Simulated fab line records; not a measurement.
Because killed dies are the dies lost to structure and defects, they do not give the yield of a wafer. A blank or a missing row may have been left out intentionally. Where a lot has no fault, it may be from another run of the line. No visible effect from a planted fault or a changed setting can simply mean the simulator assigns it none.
fab line records	flow sfq_line
record lots=14	wafers=41	last_day=94
route steps=325 shown L0@13 R5@224 M7@293
lots untouched by any fault: they come from a run of this same line in which no faults occurred
start_h: hours from the record's first day to the start of the lot's first wafer shown	wait_h: time in hours since the lot's previous step	" repeats the value in the row above	L1.1+2: one row covering several wafers at once	- no value present, or no start provided	* or withheld: withheld	< > ~ a bound
route shown NAME@n: a module of which the file shows steps, and the number in the route of the first	usual: average and standard deviation across the fault-free wafers	same: alike in all rows	chamber/n: place in a boat	sites: the reading at each site	_std_site: the values' standard deviation	_edge_site: mean of outer sites minus mean of inner sites	radius_mm: how far each site lies from the wafer's centre	mask NAME#n: copy n	behind: the last tool/chamber to shape the wafer	hold: why the lot was held/for how many hours/how that ended	device: which transistor (n, p or np) failed to switch	end of line: at the end of the route, the tests of the same wafers	a step given without rows: its recipe and nothing more	killed: not the wafer's yield, but the dies lost to structure and defects at the first sort	map: a wafer's dies, marking killed ones x, the rest . and places with no die _
set.NAME: the run value of the setting; set.NAME@STEP: its run value at that earlier step	model.NAME: the simulator's own value behind a step, which no gauge read
route steps across a sampled set of lots; one table per step, one row per wafer
services: from which hour (start_h, from the record's first day; less than 0 if before it) a tool's chamber was out of use, for how many hours, and why
## steps
# step SFQ_TRILAYER_L0_ETCH_METAL_ETCH_008
# recipe target=MoNx_KI	stop_on=SiO2	mask_material=PR	chemistry=SF6/O2	target_depth_nm=50	icp_w=600	bias_w=80	pressure_mtorr=10	time_s=25
# usual drypump_motor_current_A=5.9/0.42	oes_product_au=0.877/0.0087
lot.wafer	tool	chamber	start_h	wait_h	drypump_motor_current_A	oes_product_au	rf_hours_counter_h
L212.1	rie_metal-02	0	48.40	0.1	6.3	0.883	202
L212.5	"	0	"	"	6.3	0.872	-
L212.6	"	0	"	"	6.3	0.885	-
L213.1	rie_metal-04	1	54.34	0.0	5.7	0.873	38
L213.2	"	0	"	"	6.2	0.881	132
L213.6	"	0	"	"	6.2	0.863	-
L215.1	rie_metal-02	1	65.16	0.1	5.9	0.884	2
L215.3	"	0	"	"	6.3	0.874	-
L215.4	"	1	"	"	5.9	0.866	-
L216.2	rie_metal-01	0	69.94	0.0	5.0	0.865	69
L216.4	"	1	"	"	5.6	0.871	-
L216.5	"	0	"	"	5.0	0.877	-
L217.1	rie_metal-02	1	79.11	0.0	5.8	0.871	3
L217.2	"	0	"	"	6.3	0.868	208
L217.3	"	1	"	"	5.8	0.861	-
L218.2	rie_metal-04	0	85.11	0.0	6.2	0.873	138
L218.3	"	0	"	"	6.2	0.887	-
L218.4	"	1	"	"	5.7	0.877	-
L219.2	rie_metal-01	0	88.71	0.0	5.0	0.870	73
L219.3	"	1	"	"	5.6	0.878	-
L219.5	"	0	"	"	5.0	0.875	-
L220.1	rie_metal-02	1	93.51	0.0	5.8	0.874	8
L220.4	"	1	"	"	5.8	0.890	-
L220.6	"	1	"	"	5.8	0.880	-
L225.1	rie_metal-01	0	120.66	0.0	5.0	0.875	78
L225.2	"	1	"	"	5.6	0.849	185
L225.5	"	0	"	"	5.0	0.866	-
L230.2	rie_metal-01	0	143.46	0.0	5.0	0.842	83
L230.6	"	0	"	"	5.0	0.849	-
L231.2	rie_metal-02	1	149.46	0.0	5.9	0.895	15
L231.3	"	1	"	"	5.9	0.875	-
L231.4	"	0	"	"	6.3	0.871	-
L233.2	rie_metal-02	0	160.08	0.1	6.3	0.854	10
L233.4	"	1	"	"	5.9	0.864	-
L233.6	"	0	"	"	6.3	0.856	-
L234.1	rie_metal-02	0	163.66	0.0	6.3	0.894	11
L234.2	"	1	"	"	5.9	0.892	19
L234.3	"	0	"	"	6.3	0.884	-
L235.1	rie_metal-04	0	168.46	0.0	6.2	0.875	155
L235.2	"	1	"	"	5.6	0.864	59
L235.4	"	1	"	"	5.7	0.875	-
# step SFQ_TRILAYER_R5_BARC_OPEN_METAL_ETCH_177
# recipe mask_material=PR	chemistry=O2	target_depth_nm=125	target=BARC	icp_w=600	bias_w=80	pressure_mtorr=10	time_s=41.7
# usual drypump_motor_current_A=5.7/0.51	oes_product_au=0.686/0.0045
# same time_s=41.7
lot.wafer	tool	chamber	start_h	wait_h	drypump_motor_current_A	oes_product_au	rf_hours_counter_h
L212.1	rie_metal-04	1	1392.10	0.0	5.7	0.686	75
L212.5	"	1	"	"	5.7	0.696	-
L212.6	"	0	"	"	6.2	0.692	-
L213.1	rie_metal-03	1	1426.10	0.0	6.5	0.695	74
L213.2	"	0	"	"	5.0	0.689	48
L213.6	"	1	"	"	6.5	0.685	-
L215.1	rie_metal-03	1	1431.82	0.0	6.5	0.692	76
L215.3	"	1	"	"	6.5	0.686	-
L215.4	"	0	"	"	5.1	0.684	-
L216.2	rie_metal-01	0	1441.42	0.0	5.0	0.679	100
L216.4	"	1	"	"	5.6	0.686	-
L216.5	"	1	"	"	5.6	0.683	-
L217.1	rie_metal-04	1	1466.96	0.0	5.7	0.689	82
L217.2	"	0	"	"	6.2	0.687	10
L217.3	"	0	"	"	6.2	0.679	-
L218.2	rie_metal-04	0	1470.29	0.0	6.2	0.694	-
L218.3	"	0	"	"	6.1	0.687	-
L218.4	"	0	"	"	6.2	0.680	-
L219.2	rie_metal-01	1	1488.02	0.0	5.6	0.681	44
L219.3	"	0	"	"	5.0	0.686	-
L219.5	"	0	"	"	5.0	0.679	-
L220.1	rie_metal-04	0	1491.09	0.0	6.2	0.685	16
L220.4	"	0	"	"	6.2	0.686	-
L220.6	"	0	"	"	6.2	0.686	-
L225.1	rie_metal-03	0	1631.91	0.0	5.1	0.696	77
L225.2	"	1	"	"	6.5	0.685	104
L225.5	"	0	"	"	5.1	0.680	-
L230.2	rie_metal-03	1	1643.30	0.0	6.5	0.676	106
L230.6	"	1	"	"	6.5	0.690	-
L231.2	rie_metal-01	1	1644.52	0.0	5.6	0.682	-
L231.3	"	1	"	"	5.6	0.683	-
L231.4	"	1	"	"	5.6	0.672	-
L233.2	rie_metal-04	1	1649.30	0.0	5.7	0.684	103
L233.4	"	1	"	"	5.7	0.686	-
L233.6	"	1	"	"	5.6	0.679	-
L234.1	rie_metal-01	0	1650.50	0.0	5.0	0.689	2
L234.2	"	1	"	"	5.6	0.687	68
L234.3	"	0	"	"	5.0	0.686	-
L235.1	rie_metal-03	0	1651.70	0.0	5.0	0.683	82
L235.2	"	0	"	"	5.0	0.687	-
L235.4	"	0	"	"	5.1	0.684	-
# step SFQ_TRILAYER_M7_ETCH_METAL_ETCH_180
# recipe target=Nb	stop_on=SiO2	mask_material=PR	chemistry=Cl2/Ar	target_depth_nm=240	icp_w=600	bias_w=80	pressure_mtorr=10	time_s=120
# usual drypump_motor_current_A=5.8/0.57	oes_product_au=0.895/0.0081
# same time_s=120
lot.wafer	tool	chamber	start_h	wait_h	drypump_motor_current_A	oes_product_au	rf_hours_counter_h
L212.1	rie_metal-01	0	1926.76	0.0	5.0	0.895	35
L212.5	"	1	"	"	5.6	0.896	-
L212.6	"	0	"	"	5.0	0.899	-
L213.1	rie_metal-03	0	1929.16	0.0	5.1	0.899	122
L213.2	"	1	"	"	6.5	0.887	5
L213.6	"	0	"	"	5.0	0.904	-
L215.1	rie_metal-03	0	1932.76	0.0	5.0	0.903	123
L215.3	"	1	"	"	6.5	0.902	-
L215.4	"	0	"	"	5.0	0.904	-
L216.2	rie_metal-03	0	1936.36	0.0	5.0	0.887	123
L216.4	"	0	"	"	5.1	0.896	-
L216.5	"	1	"	"	6.5	0.902	-
L217.1	rie_metal-02	1	1937.56	0.0	5.8	0.904	128
L217.2	"	0	"	"	6.3	0.904	113
L217.3	"	1	"	"	5.8	0.918	-
L218.2	rie_metal-01	0	1941.16	0.0	5.0	0.892	37
L218.3	"	0	"	"	5.0	0.888	-
L218.4	"	1	"	"	5.6	0.883	-
L219.2	rie_metal-03	0	1942.36	0.0	5.0	0.913	124
L219.3	"	0	"	"	5.1	0.899	-
L219.5	"	0	"	"	5.1	0.898	-
L220.1	rie_metal-02	1	1943.56	0.0	5.8	0.900	129
L220.4	"	1	"	"	5.8	0.898	-
L220.6	"	1	"	"	5.9	0.898	-
L225.1	rie_metal-01	0	1968.80	0.0	5.0	0.887	40
L225.2	"	1	"	"	5.6	0.895	106
L225.5	"	1	"	"	5.6	0.900	-
L230.2	rie_metal-01	0	1991.73	0.0	5.0	0.888	43
L230.6	"	1	"	"	5.6	0.880	-
L231.2	rie_metal-03	1	1994.13	0.0	6.5	0.895	14
L231.3	"	1	"	"	6.5	0.893	-
L231.4	"	0	"	"	5.0	0.899	-
L233.2	rie_metal-01	1	2084.25	0.0	5.6	0.898	116
L233.4	"	0	"	"	5.0	0.896	-
L233.6	"	0	"	"	5.0	0.906	-
L234.1	rie_metal-02	0	2089.05	0.0	6.3	0.902	5
L234.2	"	1	"	"	5.9	0.894	9
L234.3	"	1	"	"	5.8	0.891	-
L235.1	rie_metal-02	1	2093.89	0.0	5.8	0.891	9
L235.2	"	0	"	"	6.2	0.915	6
L235.4	"	1	"	"	5.9	0.909	-
# step SFQ_TRILAYER_M7_STRIP_STRIP_181
# recipe gas=O2	power_w=200	platen_temp_c=40	overash_fraction=0.65	chemistry=O2	pressure_mtorr=50
# usual drypump_motor_current_A=5.8/0.58	oes_product_au=0.997/0.012
lot.wafer	tool	chamber	start_h	wait_h	drypump_motor_current_A	oes_product_au	rf_hours_counter_h
L212.1	rie_metal-01	0	1926.89	0.1	5.0	0.981	35
L212.5	"	1	"	"	5.6	1.008	-
L212.6	"	0	"	"	5.0	0.988	-
L213.1	rie_metal-03	0	1929.29	0.1	5.0	0.984	122
L213.2	"	1	"	"	6.5	0.980	5
L213.6	"	0	"	"	5.0	0.988	-
L215.1	rie_metal-03	0	1932.89	0.1	5.1	0.989	123
L215.3	"	1	"	"	6.5	0.992	-
L215.4	"	0	"	"	5.1	0.996	-
L216.2	rie_metal-03	0	1936.49	0.1	5.0	0.998	123
L216.4	"	0	"	"	5.0	0.989	-
L216.5	"	1	"	"	6.5	0.985	-
L217.1	rie_metal-02	1	1937.69	0.1	5.8	1.007	129
L217.2	"	0	"	"	6.3	0.989	113
L217.3	"	1	"	"	5.9	1.001	-
L218.2	rie_metal-01	0	1941.29	0.1	5.0	0.985	37
L218.3	"	0	"	"	5.0	0.988	-
L218.4	"	1	"	"	5.6	1.020	-
L219.2	rie_metal-03	0	1942.49	0.1	5.0	0.996	124
L219.3	"	0	"	"	5.0	0.991	-
L219.5	"	0	"	"	5.0	0.989	-
L220.1	rie_metal-02	1	1943.69	0.1	5.8	1.005	130
L220.4	"	1	"	"	5.9	1.023	-
L220.6	"	1	"	"	5.9	1.009	-
L225.1	rie_metal-01	0	1968.93	0.1	5.0	0.981	40
L225.2	"	1	"	"	5.6	1.024	106
L225.5	"	1	"	"	5.6	1.027	-
L230.2	rie_metal-01	0	1991.85	0.1	5.0	0.979	43
L230.6	"	1	"	"	5.6	1.013	-
L231.2	rie_metal-03	1	1994.25	0.1	6.5	1.003	14
L231.3	"	1	"	"	6.5	1.003	-
L231.4	"	0	"	"	5.1	0.993	-
L233.2	rie_metal-01	1	2084.38	0.1	5.6	0.990	116
L233.4	"	0	"	"	5.0	0.982	-
L233.6	"	0	"	"	5.0	0.987	-
L234.1	rie_metal-02	0	2089.18	0.1	6.3	0.985	5
L234.2	"	1	"	"	5.9	1.012	9
L234.3	"	1	"	"	5.8	1.012	-
L235.1	rie_metal-02	1	2094.02	0.1	5.8	1.009	9
L235.2	"	0	"	"	6.3	0.985	6
L235.4	"	1	"	"	5.9	1.010	-
## services
tool	chamber	start_h	hours	kind
rie_metal-02	1	32.47	3.8	repair
rie_metal-02	-	131.68	15.6	pm
rie_metal-01	-	148.47	16.1	repair
rie_metal-02	-	330.54	1.4	pm
rie_metal-02	1	347.75	9.7	repair
rie_metal-02	-	348.86	2.8	pm
rie_metal-02	1	436.21	2.1	repair
rie_metal-02	0	495.80	6.6	repair
rie_metal-02	-	509.67	0.5	repair
rie_metal-01	0	618.26	5.6	repair
rie_metal-01	-	749.53	3.8	repair
rie_metal-01	-	820.28	2.8	pm
rie_metal-01	0	885.55	20.9	repair
rie_metal-01	1	1377.48	26.9	repair
rie_metal-01	0	1419.09	12.7	repair
rie_metal-01	1	1422.15	2.5	repair
rie_metal-01	-	1429.45	0.6	repair
rie_metal-01	-	1534.44	0.8	repair
rie_metal-01	-	1628.96	4.3	pm
rie_metal-01	0	1643.45	5.8	repair
rie_metal-01	1	1689.12	1.5	repair
rie_metal-01	-	1824.43	1.4	pm
rie_metal-01	-	1920.28	2.8	pm
rie_metal-01	-	2001.31	1.2	repair
## key
first_sign step=SFQ_TRILAYER_L0_ETCH_METAL_ETCH_008	reading=oes_product_au	direction=down	sigmas=3.5	usual=0.877	struck=0.846
effect none on later readings
met_at SFQ_TRILAYER_L0_ETCH_METAL_ETCH_008
struck_lots L225,L230
struck_wafers L225.2,L230.2,L230.6
not_acting_at SFQ_TRILAYER_R5_BARC_OPEN_METAL_ETCH_177,SFQ_TRILAYER_M7_ETCH_METAL_ETCH_180,SFQ_TRILAYER_M7_STRIP_STRIP_181
onset_between 88.71 120.66
fault kind=process_parameter_drift	tool=rie_metal-01	chamber=-	onset_h=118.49	steps=SFQ_TRILAYER_L0_ETCH_METAL_ETCH_008	channel=time_s	offset=*	shape=step	end_h=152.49	scope=struck_wafers_only	acts_in=*	stated=*
